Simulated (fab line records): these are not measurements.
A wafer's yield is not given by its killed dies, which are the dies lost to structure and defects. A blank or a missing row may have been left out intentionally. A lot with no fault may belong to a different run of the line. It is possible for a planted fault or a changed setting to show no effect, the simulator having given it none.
The tool behind it: which one? -- flow sky130 -- 28 wafers from 10 lots sampled at 6 of the route's 708 steps

WHAT THE GAUGES SHOWED, per wafer
SKY_LOCAL_INTERCONNECT_RS_MEAS_01: a four-point-probe measurement.
lot,measured,on,LOCAL_INTERCONNECT_TIN_RS (ohm/sq)
L901,day 29 03:01,film_metro-01,14.02 14.12 14.10
L902,day 29 13:57,film_metro-01,14.17 14.25 14.24
L903,day 30 07:09,film_metro-02,14.37 14.30 14.31
L904,day 30 12:02,film_metro-04,14.18 14.22 14.18
L911,day 32 21:03,film_metro-02,17.03 17.01
L914,day 33 22:55,film_metro-04,16.38 16.38
L916,day 34 07:51,film_metro-01,14.19 14.11 14.08
L917,day 34 18:33,film_metro-01,14.21 14.29 14.13
L921,day 36 03:48,film_metro-01,14.23 14.30 14.20
L922,day 36 12:23,film_metro-02,14.16 13.98 14.19

SKY_LOCAL_INTERCONNECT_THK_MEAS_02: measures by xrf.
lot,measured,on,LOCAL_INTERCONNECT_TIN_THK (nm)
L901,day 29 03:08,film_metro-01,103.1 101.8 102.6
L902,day 29 14:04,film_metro-01,102.1 101.4 101.2
L903,day 30 07:16,film_metro-02,100.9 101.2 101.3
L904,day 30 12:09,film_metro-04,102.8 102.5 102.9
L911,day 32 21:10,film_metro-02,85.7 85.7
L914,day 33 23:02,film_metro-04,88.9 89.3
L916,day 34 07:57,film_metro-01,102.7 102.9 103.0
L917,day 34 18:38,film_metro-01,101.8 101.8 102.6
L921,day 36 03:55,film_metro-01,101.9 101.2 102.3
L922,day 36 12:29,film_metro-02,101.9 103.0 102.0

SKY_CONTACT_OVL_MEAS_15.
lot,measured,on,CONTACT_OVL (nm)
L901,day 31 11:37,overlay-01,-6 -7 0
L902,day 31 23:02,overlay-02,2 -1 -5
L903,day 32 15:22,overlay-01,5 2 -5
L904,day 32 19:49,overlay-02,1 -2 -3
L911,day 35 02:46,overlay-02,1 -1
L914,day 36 05:26,overlay-02,-8 -5
L916,day 36 14:52,overlay-02,-8 0 -3
L917,day 37 00:32,overlay-02,-3 -9 0
L921,day 38 07:35,overlay-02,-6 -4 -3
L922,day 38 17:25,overlay-02,-7 -5 -6

WHICH TOOL RAN EACH LOT (tool, then ch and the chambers of the sampled wafers, then the start)
lot,SKY_LI_CONTACT_SPUTTER_19,SKY_LOCAL_INTERCONNECT_SPUTTER_00,SKY_LOCAL_INTERCONNECT_METAL_ETCH_14
L901,"pvd_sputter-01, day 29 02:11","pvd_sputter-02, day 29 02:56","rie_metal-01 ch 0,1, day 30 07:13"
L902,"pvd_sputter-03, day 29 13:08","pvd_sputter-01, day 29 13:53","rie_metal-01 ch 0, day 30 18:08"
L903,"pvd_sputter-01, day 30 06:20","pvd_sputter-02, day 30 07:04","rie_metal-01 ch 0,1, day 31 11:26"
L904,"pvd_sputter-04, day 30 11:14","pvd_sputter-04, day 30 11:58","rie_metal-04 ch 0,1, day 31 15:50"
L911,"pvd_sputter-04, day 32 20:11","pvd_sputter-04, day 32 20:55","rie_metal-03 ch 0, day 33 23:04"
L914,"pvd_sputter-04, day 33 22:05","pvd_sputter-04, day 33 22:50","rie_metal-03 ch 0,1, day 35 01:47"
L916,"pvd_sputter-01, day 34 07:01","pvd_sputter-02, day 34 07:45","rie_metal-03 ch 0,1, day 35 10:36"
L917,"pvd_sputter-04, day 34 17:41","pvd_sputter-01, day 34 18:25","rie_metal-03 ch 0,1, day 35 21:03"
L921,"pvd_sputter-01, day 36 02:59","pvd_sputter-04, day 36 03:44","rie_metal-03 ch 1, day 37 04:50"
L922,"pvd_sputter-04, day 36 11:33","pvd_sputter-01, day 36 12:17","rie_metal-01 ch 0,1, day 37 14:05"
- SKY_LI_CONTACT_SPUTTER_19: material Ti, target thk 20 nm, time 106.37 s.
- SKY_LOCAL_INTERCONNECT_SPUTTER_00: material TiN, target thk 100 nm, time 83.3 s.
- SKY_LOCAL_INTERCONNECT_METAL_ETCH_14: etches TiN in Cl2/BCl3, stops on PSG, target depth 110 nm, time 31.4 s.

AS READ BY THE TOOLS THEMSELVES (means over the sampled wafers that have a number; for cases with no such wafer, the mark the record gives instead)
SKY_LI_CONTACT_SPUTTER_19.
lot,tool,cathode_dc_power_W (W),throttle_valve_pct (%)
L901,pvd_sputter-01,2500.0,30.5
L902,pvd_sputter-03,2500.0,30.3
L903,pvd_sputter-01,2499.5,30.1
L904,pvd_sputter-04,2500.0,30.6
L911,pvd_sputter-04,2500.6,31.6
L914,pvd_sputter-04,2499.8,30.4
L916,pvd_sputter-01,2500.1,29.7
L917,pvd_sputter-04,2500.0,31.7
L921,pvd_sputter-01,2500.5,30.2
L922,pvd_sputter-04,2499.9,30.2

SKY_LOCAL_INTERCONNECT_SPUTTER_00.
lot,tool,cathode_dc_power_W (W),throttle_valve_pct (%)
L901,pvd_sputter-02,6499.6,30.0
L902,pvd_sputter-01,6500.7,29.8
L903,pvd_sputter-02,6499.8,29.9
L904,pvd_sputter-04,6500.4,30.3
L911,pvd_sputter-04,6500.4,31.4
L914,pvd_sputter-04,6499.5,31.5
L916,pvd_sputter-02,6498.3,30.0
L917,pvd_sputter-01,6500.9,30.2
L921,pvd_sputter-04,6499.2,30.9
L922,pvd_sputter-01,6499.2,30.0

SKY_LOCAL_INTERCONNECT_METAL_ETCH_14.
lot,tool,bias_w (W),drypump_motor_current_A (A),oes_product_au (a.u.),throttle_valve_pct (%)
L901,rie_metal-01,48.38,5.6,0.941,21.893
L902,rie_metal-01,48.59,5.7,0.938,21.895
L903,rie_metal-01,48.39,5.5,0.928,21.909
L904,rie_metal-04,48.39,5.8,0.940,21.896
L911,rie_metal-03,48.20,6.2,0.853,21.966
L914,rie_metal-03,48.58,5.7,0.869,21.951
L916,rie_metal-03,48.51,5.8,0.942,21.890
L917,rie_metal-03,48.51,5.5,0.936,21.903
L921,rie_metal-03,48.44,5.1,0.935,21.908
L922,rie_metal-01,48.56,5.5,0.943,21.899

THE ANSWER, worked out from the rows above alone
Rule: what is usual is taken from the lots themselves. The widest of any qualifying gaps counts: lots, ordered by their means at a reading, are off when they make up no more than a third of the lots, leave a main group of 4 or more, and stand apart from it by 3 or more times the standard deviation of that group's means. A main group whose means are all the same, to the digits that the tables above print for the reading, isn't used. Also off: a lot with no number at a reading for which 4 or more lots have one. The other lots that the step has rows for count as sound. The gauges are gone through in route order, then the tools' own readings, and for those a lot's mean is taken as printed above. The first step at which some lot is off is used, and at that step the reading that is off furthest; a lot without a number counts as furthest.
Off: L911, L914, seen at SKY_LOCAL_INTERCONNECT_RS_MEAS_01 (LOCAL_INTERCONNECT_TIN_RS). The main group: mean 14.19 ohm/sq, standard deviation 0.075.
A tool fits if, at a process step before that reading, it ran every lot that is off, and no sound lot after the first of them. Not tried: the gauges at SKY_LOCAL_INTERCONNECT_RS_MEAS_01; whatever is off there is also off at SKY_LOCAL_INTERCONNECT_SPUTTER_00, on other tools, and gauge error can't account for it. None of those tried fits.

WHAT WAS PUT IN BY THE SIMULATOR
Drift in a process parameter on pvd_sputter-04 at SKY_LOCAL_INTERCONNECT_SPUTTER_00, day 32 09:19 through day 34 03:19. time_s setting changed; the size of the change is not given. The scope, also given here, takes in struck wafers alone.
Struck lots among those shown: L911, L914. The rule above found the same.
